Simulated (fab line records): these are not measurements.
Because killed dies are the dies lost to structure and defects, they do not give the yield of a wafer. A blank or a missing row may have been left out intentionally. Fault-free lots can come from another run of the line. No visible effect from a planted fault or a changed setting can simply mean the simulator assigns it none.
fab line records	flow sky130
record lots=24	wafers=72	lastDay=50
route steps=708 shown CONTACT@410 VIA1@470 METAL2@500 VIA2@520
lots with no fault: from the same line, run without faults
startH: hours from the record's first day to the start of the lot's first wafer shown	waitH: hours from the lot's prior step to this one	" same as the row above	L1.1+2: several wafers, shown together as one row	- either no value or no given start	* or withheld: withheld	< > ~ a bound
route shown NAME@n: names a module that has steps shown in the file, with the first one's number in the route	usual: mean/standard deviation taken from wafers without a fault	same: alike in all rows	chamber/n: place in a boat	sites: per-site readings	_std_site: how widely they spread, as a standard deviation	_edge_site: the outer-site mean with the inner-site mean subtracted	radiusMm: how far each site lies from the wafer's centre	mask NAME#n: copy n	behind: tool/chamber where the wafer was last shaped	hold: cause of the lot's hold/its duration in hours/its outcome	device: the transistor (n, p or np) that didn't switch	end of line: tests of these same wafers at the route's end	for a step that has no rows: nothing shown but its recipe	killed: dies that structure and defects cost at the first sort, which is not the same as the wafer's yield	map: shows each die of a wafer: x if killed, . if not, _ if none is there
set.NAME: the setting that was run; set.NAME@STEP: the one run at that earlier step	model.NAME: the simulator's own value behind a step, which no gauge read
steps of the route over a sample of lots; a table a step, a row a wafer
services: a tool's chamber out of use, with start hour (startH, from the record's first day; less than 0 if before it), hours out, and reason
## steps
# step SKY_CONTACT_CMP_04
# recipe material=SiO2	downForcePsi=4	platenRpm=60	padVelocityMS=0.94248
# usual motorCurrentA=12.3/1.1	timeToEndpointS=83/3.2
lot.wafer	tool	chamber	startH	waitH	motorCurrentA	timeToEndpointS
L075.4	cmp-01	0	723.28	0.2	12.4	86
L075.5	"	1	"	"	12.3	91
L075.6	"	2	"	"	11.7	91
L074.4	cmp-02	2	725.86	0.0	13.6	79
L074.2	"	3	"	"	12.2	84
L074.3	"	1	"	"	14.0	80
L076.4	cmp-01	0	735.76	0.0	11.9	79
L076.2	"	1	"	"	12.5	84
L076.1	"	2	"	"	10.8	88
L077.1	cmp-01	3	740.01	0.1	12.3	81
L077.2	"	0	"	"	12.3	78
L077.5	"	2	"	"	11.8	83
L078.1	cmp-01	2	749.09	0.1	11.0	87
L078.3	"	3	"	"	12.7	85
L078.2	"	1	"	"	13.3	83
L079.2	cmp-01	1	752.51	0.0	12.1	83
L079.3	"	3	"	"	12.4	83
L079.6	"	1	"	"	12.8	82
L080.1	cmp-01	2	763.27	0.1	11.7	80
L080.3	"	0	"	"	12.1	85
L080.6	"	3	"	"	12.6	82
L081.4	cmp-02	2	765.55	0.0	14.0	80
L081.6	"	2	"	"	13.6	77
L081.5	"	3	"	"	11.1	85
L082.4	cmp-02	3	774.75	0.1	11.9	83
L082.5	"	2	"	"	14.3	82
L082.6	"	3	"	"	12.1	80
L083.1	cmp-02	3	781.66	0.1	12.3	86
L083.2	"	0	"	"	10.9	83
L083.3	"	2	"	"	12.8	85
L084.3	cmp-02	0	787.51	0.1	10.0	84
L084.5	"	0	"	"	10.6	81
L084.6	"	1	"	"	14.4	80
L085.1	cmp-01	3	797.74	0.1	11.8	87
L085.2	"	0	"	"	11.6	82
L085.5	"	2	"	"	12.0	86
L086.2	cmp-02	2	803.79	0.1	12.6	81
L086.1	"	3	"	"	12.2	83
L086.5	"	2	"	"	13.0	80
L087.4	cmp-02	2	810.32	0.1	13.2	79
L087.3	"	3	"	"	12.2	79
L087.6	"	1	"	"	14.1	85
L088.2	cmp-01	0	823.45	0.0	12.1	78
L088.4	"	2	"	"	11.4	85
L088.6	"	0	"	"	11.9	78
L089.4	cmp-02	0	825.95	0.2	10.6	81
L089.6	"	2	"	"	13.8	83
L089.5	"	3	"	"	12.3	82
L090.1	cmp-02	1	842.57	0.1	14.2	87
L090.6	"	3	"	"	12.4	85
L090.5	"	0	"	"	10.2	89
L091.4	cmp-01	0	847.12	0.4	12.2	82
L091.1	"	3	"	"	12.4	87
L091.5	"	1	"	"	12.2	84
L093.4	cmp-02	0	849.32	0.6	10.7	81
L093.1	"	2	"	"	12.6	79
L093.6	"	1	"	"	14.9	85
L092.1	cmp-02	1	852.39	0.1	14.1	78
L092.4	"	2	"	"	14.5	80
L092.5	"	0	"	"	10.5	84
L094.3	cmp-01	3	858.82	0.0	12.5	80
L094.4	"	0	"	"	12.1	75
L094.1	"	1	"	"	12.0	81
L095.1	cmp-01	1	875.20	0.1	12.3	85
L095.3	"	2	"	"	11.2	84
L095.6	"	0	"	"	12.5	86
L096.3	cmp-02	1	882.55	0.0	14.6	78
L096.2	"	3	"	"	12.1	80
L096.1	"	0	"	"	10.2	82
L097.4	cmp-01	3	893.77	0.0	12.3	91
L097.3	"	2	"	"	11.6	86
L097.6	"	3	"	"	12.8	87
# step SKY_VIA1_CD_MEAS_12
# recipe targetCdNm=150
# usual cdNm=150.3/1.7
lot.wafer	tool	chamber	startH	waitH	cdNm
L075.4	cdSem-01	-	806.83	-	152.4
L075.5	"	-	"	"	151.1
L075.6	"	-	"	"	152.2
L074.2	cdSem-01	-	810.29	-	149.2
L074.3	"	-	"	"	149.6
L074.4	"	-	"	"	149.3
L076.1	cdSem-02	-	820.28	-	148.9
L076.2	"	-	"	"	149.7
L076.4	"	-	"	"	148.2
L077.1	cdSem-01	-	824.37	-	150.3
L077.2	"	-	"	"	149.8
L077.5	"	-	"	"	149.0
L078.1	cdSem-02	-	832.72	-	151.8
L078.2	"	-	"	"	151.2
L078.3	"	-	"	"	149.9
L079.2	cdSem-02	-	835.69	-	151.6
L079.3	"	-	"	"	152.6
L079.6	"	-	"	"	151.5
L080.1	cdSem-01	-	846.83	-	150.1
L080.3	"	-	"	"	151.2
L080.6	"	-	"	"	148.4
L081.4	cdSem-01	-	848.93	-	151.3
L081.5	"	-	"	"	152.2
L081.6	"	-	"	"	153.1
L082.4	cdSem-01	-	857.24	-	146.4
L082.5	"	-	"	"	146.9
L082.6	"	-	"	"	146.1
L083.1	cdSem-02	-	863.28	-	153.2
L083.2	"	-	"	"	151.7
L083.3	"	-	"	"	153.6
L084.3	cdSem-01	-	870.16	-	150.8
L084.5	"	-	"	"	150.6
L084.6	"	-	"	"	150.3
L085.1	cdSem-02	-	879.99	-	150.4
L085.2	"	-	"	"	150.5
L085.5	"	-	"	"	149.3
L086.1	cdSem-02	-	885.72	-	148.2
L086.2	"	-	"	"	147.7
L086.5	"	-	"	"	148.6
L087.3	cdSem-01	-	892.66	-	150.0
L087.4	"	-	"	"	150.1
L087.6	"	-	"	"	149.9
L088.2	cdSem-02	-	904.30	-	150.1
L088.4	"	-	"	"	151.3
L088.6	"	-	"	"	150.2
L089.4	cdSem-02	-	907.58	-	148.3
L089.5	"	-	"	"	147.3
L089.6	"	-	"	"	147.9
L090.1	cdSem-01	-	922.12	-	153.3
L090.5	"	-	"	"	151.4
L090.6	"	-	"	"	152.8
L091.1	cdSem-02	-	926.47	-	150.5
L091.4	"	-	"	"	151.0
L091.5	"	-	"	"	150.1
L093.1	cdSem-02	-	929.58	-	151.4
L093.4	"	-	"	"	152.3
L093.6	"	-	"	"	150.5
L092.1	cdSem-02	-	932.62	-	149.1
L092.4	"	-	"	"	146.4
L092.5	"	-	"	"	148.8
L094.1	cdSem-01	-	937.72	-	150.7
L094.3	"	-	"	"	151.9
L094.4	"	-	"	"	150.4
L095.1	cdSem-01	-	953.62	-	150.1
L095.3	"	-	"	"	150.7
L095.6	"	-	"	"	150.6
L096.1	cdSem-02	-	961.78	-	149.6
L096.2	"	-	"	"	151.4
L096.3	"	-	"	"	151.2
L097.3	cdSem-01	-	971.36	-	152.0
L097.4	"	-	"	"	151.5
L097.6	"	-	"	"	150.6
# step SKY_VIA1_OVL_MEAS_13
# usual VIA1_OVL=1/5.7
lot.wafer	tool	chamber	startH	waitH	VIA1_OVL[nm]
L075.4	overlay-01	-	806.91	0.1	2
L075.5	"	-	"	"	-7
L075.6	"	-	"	"	-11
L074.2	overlay-01	-	810.40	0.1	3
L074.3	"	-	"	"	1
L074.4	"	-	"	"	1
L076.1	overlay-02	-	820.40	0.1	-4
L076.2	"	-	"	"	12
L076.4	"	-	"	"	9
L077.1	overlay-01	-	824.49	0.1	-1
L077.2	"	-	"	"	-4
L077.5	"	-	"	"	-2
L078.1	overlay-02	-	832.84	0.1	-8
L078.2	"	-	"	"	-2
L078.3	"	-	"	"	-10
L079.2	overlay-01	-	835.80	0.1	6
L079.3	"	-	"	"	7
L079.6	"	-	"	"	11
L080.1	overlay-02	-	846.95	0.1	-1
L080.3	"	-	"	"	-13
L080.6	"	-	"	"	1
L081.4	overlay-01	-	849.01	0.1	0
L081.5	"	-	"	"	-10
L081.6	"	-	"	"	5
L082.4	overlay-01	-	857.32	0.1	4
L082.5	"	-	"	"	5
L082.6	"	-	"	"	6
L083.1	overlay-02	-	863.40	0.1	-3
L083.2	"	-	"	"	8
L083.3	"	-	"	"	4
L084.3	overlay-01	-	870.25	0.1	3
L084.5	"	-	"	"	3
L084.6	"	-	"	"	-6
L085.1	overlay-02	-	880.11	0.1	-8
L085.2	"	-	"	"	-8
L085.5	"	-	"	"	-1
L086.1	overlay-02	-	885.84	0.1	1
L086.2	"	-	"	"	6
L086.5	"	-	"	"	0
L087.3	overlay-02	-	892.75	0.1	4
L087.4	"	-	"	"	8
L087.6	"	-	"	"	6
L088.2	overlay-02	-	904.41	0.1	-8
L088.4	"	-	"	"	0
L088.6	"	-	"	"	-3
L089.4	overlay-02	-	907.66	0.1	6
L089.5	"	-	"	"	-4
L089.6	"	-	"	"	2
L090.1	overlay-02	-	922.24	0.1	4
L090.5	"	-	"	"	7
L090.6	"	-	"	"	6
L091.1	overlay-01	-	926.59	0.1	1
L091.4	"	-	"	"	-2
L091.5	"	-	"	"	0
L093.1	overlay-02	-	929.70	0.1	4
L093.4	"	-	"	"	2
L093.6	"	-	"	"	7
L092.1	overlay-01	-	932.74	0.1	-7
L092.4	"	-	"	"	3
L092.5	"	-	"	"	2
L094.1	overlay-02	-	937.84	0.1	1
L094.3	"	-	"	"	-11
L094.4	"	-	"	"	2
L095.1	overlay-02	-	953.74	0.1	3
L095.3	"	-	"	"	1
L095.6	"	-	"	"	5
L096.1	overlay-02	-	961.90	0.1	5
L096.2	"	-	"	"	14
L096.3	"	-	"	"	15
L097.3	overlay-01	-	971.46	0.1	6
L097.4	"	-	"	"	-2
L097.6	"	-	"	"	2
# step SKY_METAL2_DESCUM_17
# recipe chemistry=O2	sourcePowerW=150	biasPowerW=0	pressureMtorr=10	tempC=40	timeS=8
# usual drypumpMotorCurrentA=5.7/0.42	oesProductAu=0.996/0.0087
# same timeS=8
lot.wafer	tool	chamber	startH	waitH	drypumpMotorCurrentA	oesProductAu	rfHoursCounterH
L075.4	rieMetal-04	1	835.09	0.0	5.3	0.996	-
L075.5	"	0	"	"	6.3	1.004	-
L075.6	"	1	"	"	5.3	0.987	-
L074.2	rieMetal-04	1	838.68	0.0	5.3	0.991	4
L074.3	"	1	"	"	5.3	0.987	-
L074.4	"	0	"	"	6.3	0.997	-
L076.1	rieMetal-04	1	848.68	0.0	5.3	0.995	4
L076.2	"	0	"	"	6.3	1.013	0
L076.4	"	0	"	"	6.4	1.007	-
L077.1	rieMetal-01	0	852.88	0.0	5.2	1.009	7
L077.2	"	1	"	"	5.7	0.991	13
L077.5	"	1	"	"	5.7	0.994	-
L078.1	rieMetal-04	1	860.43	0.0	5.3	1.001	5
L078.2	"	0	"	"	6.3	1.011	1
L078.3	"	1	"	"	5.3	0.994	-
L079.2	rieMetal-01	1	862.78	0.0	5.7	0.993	13
L079.3	"	1	"	"	5.7	0.990	-
L079.6	"	0	"	"	5.3	1.002	-
L080.1	rieMetal-04	1	874.82	0.0	5.3	0.997	5
L080.3	"	0	"	"	6.3	1.002	-
L080.6	"	0	"	"	6.3	1.000	-
L081.4	rieMetal-04	0	876.59	0.0	6.3	1.006	-
L081.5	"	0	"	"	6.3	1.010	-
L081.6	"	1	"	"	5.3	0.999	-
L082.4	rieMetal-04	1	884.74	0.0	5.3	0.991	-
L082.5	"	0	"	"	6.4	1.008	-
L082.6	"	1	"	"	5.3	0.981	-
L083.1	rieMetal-04	1	891.23	0.0	5.3	0.998	6
L083.2	"	0	"	"	6.3	1.008	2
L083.3	"	0	"	"	6.4	1.000	-
L084.3	rieMetal-03	1	897.19	0.0	5.7	0.989	-
L084.5	"	1	"	"	5.7	1.001	-
L084.6	"	0	"	"	5.5	0.987	-
L085.1	rieMetal-01	1	907.58	0.0	5.7	0.990	15
L085.2	"	0	"	"	5.2	0.992	10
L085.5	"	0	"	"	5.3	0.996	-
L086.1	rieMetal-01	1	912.33	0.0	5.7	0.985	16
L086.2	"	0	"	"	5.2	1.006	10
L086.5	"	0	"	"	5.3	1.003	-
L087.3	rieMetal-04	1	919.89	0.0	5.3	0.997	-
L087.4	"	0	"	"	6.4	0.997	-
L087.6	"	1	"	"	5.3	0.994	-
L088.2	rieMetal-01	0	930.92	0.0	5.3	0.992	11
L088.4	"	1	"	"	5.7	0.986	-
L088.6	"	0	"	"	5.3	0.999	-
L089.4	rieMetal-03	1	934.61	0.0	5.8	0.999	-
L089.5	"	1	"	"	5.7	1.002	-
L089.6	"	1	"	"	5.7	0.996	-
L090.1	rieMetal-01	0	948.13	0.0	5.2	1.001	12
L090.5	"	0	"	"	5.2	1.004	-
L090.6	"	1	"	"	5.7	0.991	-
L091.1	rieMetal-03	0	952.62	0.0	5.5	0.987	0
L091.4	"	1	"	"	5.7	0.993	-
L091.5	"	0	"	"	5.5	1.003	-
L093.1	rieMetal-01	1	956.27	0.0	5.7	0.988	18
L093.4	"	1	"	"	5.7	0.977	-
L093.6	"	1	"	"	5.7	0.978	-
L092.1	rieMetal-04	0	958.73	0.0	6.3	1.014	5
L092.4	"	0	"	"	6.3	1.008	-
L092.5	"	1	"	"	5.3	0.995	-
L094.1	rieMetal-04	1	964.13	0.0	5.3	0.998	9
L094.3	"	0	"	"	6.4	1.003	-
L094.4	"	1	"	"	5.3	0.999	-
L095.1	rieMetal-04	0	979.43	0.0	6.4	1.002	6
L095.3	"	0	"	"	6.4	1.007	-
L095.6	"	0	"	"	6.4	0.999	-
L096.1	rieMetal-03	0	987.68	0.0	5.5	0.985	2
L096.2	"	1	"	"	5.7	0.992	9
L096.3	"	1	"	"	5.7	0.990	-
L097.3	rieMetal-01	0	996.99	0.0	5.3	0.994	-
L097.4	"	1	"	"	5.7	0.988	-
L097.6	"	1	"	"	5.7	0.989	-
# step SKY_VIA2_OVL_MEAS_13
# usual VIA2_OVL=-1/5.5
lot.wafer	tool	chamber	startH	waitH	VIA2_OVL[nm]
L075.4	overlay-02	-	861.67	0.1	4
L075.5	"	-	"	"	-5
L075.6	"	-	"	"	-2
L074.2	overlay-01	-	866.20	0.1	9
L074.3	"	-	"	"	6
L074.4	"	-	"	"	8
L076.1	overlay-02	-	875.84	0.1	-5
L076.2	"	-	"	"	-8
L076.4	"	-	"	"	-4
L077.1	overlay-01	-	880.34	0.1	2
L077.2	"	-	"	"	-6
L077.5	"	-	"	"	-1
L078.1	overlay-01	-	887.64	0.1	4
L078.2	"	-	"	"	4
L078.3	"	-	"	"	5
L079.2	overlay-02	-	889.54	0.1	-7
L079.3	"	-	"	"	-4
L079.6	"	-	"	"	-10
L080.1	overlay-01	-	901.64	0.1	-7
L080.3	"	-	"	"	4
L080.6	"	-	"	"	-4
L081.4	overlay-01	-	903.86	0.1	-3
L081.5	"	-	"	"	1
L081.6	"	-	"	"	0
L082.4	overlay-02	-	911.96	0.1	-4
L082.5	"	-	"	"	-23
L082.6	"	-	"	"	-15
L083.1	overlay-01	-	917.30	0.1	-6
L083.2	"	-	"	"	-6
L083.3	"	-	"	"	-6
L084.3	overlay-02	-	923.40	0.1	-1
L084.5	"	-	"	"	2
L084.6	"	-	"	"	-1
L085.1	overlay-02	-	933.84	0.1	-6
L085.2	"	-	"	"	1
L085.5	"	-	"	"	-2
L086.1	overlay-02	-	939.25	0.1	-1
L086.2	"	-	"	"	-5
L086.5	"	-	"	"	-5
L087.3	overlay-02	-	945.85	0.1	-2
L087.4	"	-	"	"	-6
L087.6	"	-	"	"	3
L088.2	overlay-01	-	957.49	0.1	4
L088.4	"	-	"	"	-2
L088.6	"	-	"	"	0
L089.4	overlay-01	-	960.97	0.1	4
L089.5	"	-	"	"	1
L089.6	"	-	"	"	3
L090.1	overlay-01	-	973.75	0.1	6
L090.5	"	-	"	"	6
L090.6	"	-	"	"	0
L091.1	overlay-01	-	977.85	0.1	9
L091.4	"	-	"	"	3
L091.5	"	-	"	"	5
L093.1	overlay-01	-	982.04	0.1	-9
L093.4	"	-	"	"	-5
L093.6	"	-	"	"	-7
L092.1	overlay-01	-	984.35	0.1	-9
L092.4	"	-	"	"	-2
L092.5	"	-	"	"	7
L094.1	overlay-01	-	989.39	0.1	-9
L094.3	"	-	"	"	-2
L094.4	"	-	"	"	-5
L095.1	overlay-01	-	1003.95	0.1	1
L095.3	"	-	"	"	-3
L095.6	"	-	"	"	6
L096.1	overlay-01	-	1012.34	0.1	-10
L096.2	"	-	"	"	-12
L096.3	"	-	"	"	-2
L097.3	overlay-01	-	1021.62	0.1	4
L097.4	"	-	"	"	-5
L097.6	"	-	"	"	-2
# step SKY_VIA2_STRIP_16
# recipe chemistry=O2/N2	powerW=1400	pressureMtorr=1500	platenTempC=withheld	o2FlowSccm=3000	n2FlowSccm=300	overashFraction=0.5
# usual drypumpMotorCurrentA=5.72/0.18	n2FlowSccm=300.0/0.92	oesProductAu=0.400/0.0046	stripTimeToEndpointS=4.057/0.022
lot.wafer	tool	chamber	startH	waitH	drypumpMotorCurrentA	n2FlowSccm	oesProductAu	rfHoursCounterH	stripTimeToEndpointS
L075.4	plasmaAsher-03	0	861.83	0.1	5.85	299.6	0.403	-	4.035
L075.5	"	1	"	"	5.39	300.0	0.391	-	4.056
L075.6	"	0	"	"	5.88	299.6	0.406	-	4.051
L074.2	plasmaAsher-04	0	866.33	0.0	5.75	299.7	0.395	103	4.041
L074.3	"	1	"	"	5.86	299.1	0.402	-	4.036
L074.4	"	0	"	"	5.75	299.5	0.398	-	4.032
L076.1	plasmaAsher-03	1	875.98	0.0	5.41	298.9	0.405	13	4.061
L076.2	"	0	"	"	5.89	299.5	0.397	13	4.028
L076.4	"	1	"	"	5.42	300.5	0.396	-	4.094
L077.1	plasmaAsher-04	0	880.48	0.0	5.76	300.0	0.396	104	4.053
L077.2	"	1	"	"	5.86	300.1	0.399	104	4.063
L077.5	"	0	"	"	5.74	300.1	0.409	-	4.062
L078.1	plasmaAsher-04	0	887.78	0.0	5.74	300.3	0.397	105	4.037
L078.2	"	1	"	"	5.86	300.3	0.405	105	4.034
L078.3	"	0	"	"	5.74	300.8	0.396	-	4.057
L079.2	plasmaAsher-03	1	889.68	0.0	5.39	300.1	0.396	14	4.032
L079.3	"	1	"	"	5.38	299.7	0.403	-	4.066
L079.6	"	0	"	"	5.83	300.5	0.403	-	4.041
L080.1	plasmaAsher-02	0	901.78	0.0	5.61	300.1	0.401	75	4.094
L080.3	"	1	"	"	5.87	300.0	0.393	-	4.053
L080.6	"	1	"	"	5.88	300.2	0.398	-	4.040
L081.4	plasmaAsher-02	1	904.01	0.1	5.89	301.0	0.399	-	4.060
L081.5	"	0	"	"	5.60	300.3	0.397	-	4.056
L081.6	"	1	"	"	5.88	301.1	0.398	-	4.090
L082.4	plasmaAsher-03	0	912.12	0.1	5.76	301.0	0.396	-	4.057
L082.5	"	0	"	"	5.80	301.2	0.393	-	4.030
L082.6	"	1	"	"	5.39	299.4	0.408	-	4.042
L083.1	plasmaAsher-04	1	917.44	0.0	5.88	299.8	0.406	108	4.031
L083.2	"	0	"	"	5.75	300.5	0.398	108	4.044
L083.3	"	1	"	"	5.88	298.5	0.393	-	4.064
L084.3	plasmaAsher-02	1	923.56	0.1	5.89	300.5	0.387	-	4.046
L084.5	"	1	"	"	5.90	300.7	0.393	-	4.029
L084.6	"	0	"	"	5.61	299.0	0.401	-	4.029
L085.1	plasmaAsher-03	0	933.98	0.0	5.88	301.4	0.403	19	4.057
L085.2	"	1	"	"	5.42	299.3	0.398	19	4.047
L085.5	"	1	"	"	5.35	299.3	0.402	-	4.079
L086.1	plasmaAsher-03	0	939.40	0.0	5.92	301.0	0.400	19	4.029
L086.2	"	1	"	"	5.38	299.8	0.394	19	4.020
L086.5	"	1	"	"	5.39	300.7	0.397	-	3.988
L087.3	plasmaAsher-04	1	946.01	0.1	5.87	300.7	0.402	-	4.063
L087.4	"	0	"	"	5.76	302.1	0.399	-	4.038
L087.6	"	0	"	"	5.77	301.5	0.396	-	4.052
L088.2	plasmaAsher-02	1	957.63	0.0	5.85	299.7	0.404	81	4.061
L088.4	"	0	"	"	5.59	299.8	0.399	-	4.047
L088.6	"	1	"	"	5.84	298.9	0.401	-	4.069
L089.4	plasmaAsher-04	0	961.13	0.1	5.73	299.4	0.396	-	4.008
L089.5	"	1	"	"	5.87	301.1	0.400	-	4.043
L089.6	"	0	"	"	5.74	299.4	0.401	-	4.051
L090.1	plasmaAsher-02	1	973.90	0.0	5.88	297.9	0.407	83	4.088
L090.5	"	0	"	"	5.59	299.9	0.399	-	4.052
L090.6	"	1	"	"	5.88	298.1	0.402	-	4.083
L091.1	plasmaAsher-03	1	978.00	0.0	5.40	301.9	0.400	22	4.043
L091.4	"	1	"	"	5.46	300.7	0.400	-	4.051
L091.5	"	1	"	"	5.41	301.6	0.399	-	4.073
L093.1	plasmaAsher-02	1	982.18	0.0	5.85	301.8	0.396	84	4.079
L093.4	"	1	"	"	5.88	301.2	0.402	-	4.078
L093.6	"	1	"	"	5.88	299.9	0.401	-	4.089
L092.1	plasmaAsher-03	0	984.50	0.0	5.87	300.4	0.400	23	4.057
L092.4	"	0	"	"	5.84	299.7	0.400	-	4.088
L092.5	"	1	"	"	5.43	298.7	0.404	-	4.078
L094.1	plasmaAsher-04	0	989.53	0.0	5.74	299.4	0.394	115	4.065
L094.3	"	0	"	"	5.74	298.9	0.399	-	4.062
L094.4	"	1	"	"	5.87	299.8	0.400	-	4.064
L095.1	plasmaAsher-03	1	1004.10	0.0	5.40	299.7	0.406	25	4.084
L095.3	"	1	"	"	5.45	298.7	0.399	-	4.056
L095.6	"	0	"	"	5.83	299.8	0.403	-	4.064
L096.1	plasmaAsher-02	0	1012.48	0.0	5.61	299.5	0.403	86	4.073
L096.2	"	1	"	"	5.87	300.9	0.400	86	4.084
L096.3	"	0	"	"	5.61	299.2	0.398	-	4.073
L097.3	plasmaAsher-04	0	1021.78	0.1	5.75	298.9	0.405	-	4.050
L097.4	"	1	"	"	5.88	300.7	0.406	-	4.048
L097.6	"	1	"	"	5.86	298.9	0.401	-	4.049
## services
tool	chamber	startH	hours	kind
cmp-02	-	706.75	5.2	repair
cmp-02	-	707.29	1.0	repair
cmp-01	-	712.02	1.1	repair
cmp-02	-	712.35	2.3	repair
rieMetal-01	0	723.19	11.0	repair
plasmaAsher-03	-	733.75	9.0	pm
cmp-02	-	744.00	4.0	pm
plasmaAsher-03	-	757.34	8.9	repair
cmp-01	-	764.36	0.8	repair
cmp-01	-	784.77	2.9	repair
cmp-02	-	787.81	5.6	pm
plasmaAsher-03	-	789.64	2.8	pm
cmp-01	-	814.40	0.8	repair
cmp-01	-	826.95	4.8	pm
cmp-02	-	836.85	0.8	repair
cmp-02	-	846.64	2.4	repair
cmp-01	-	848.47	1.1	repair
cmp-01	-	892.82	0.4	repair
cmp-01	-	907.14	7.5	pm
cmp-02	-	909.67	0.5	repair
cmp-01	-	914.69	4.0	pm
cmp-01	-	931.04	23.4	repair
cmp-01	-	941.94	1.1	repair
plasmaAsher-03	-	949.05	14.6	pm
## key
fault none
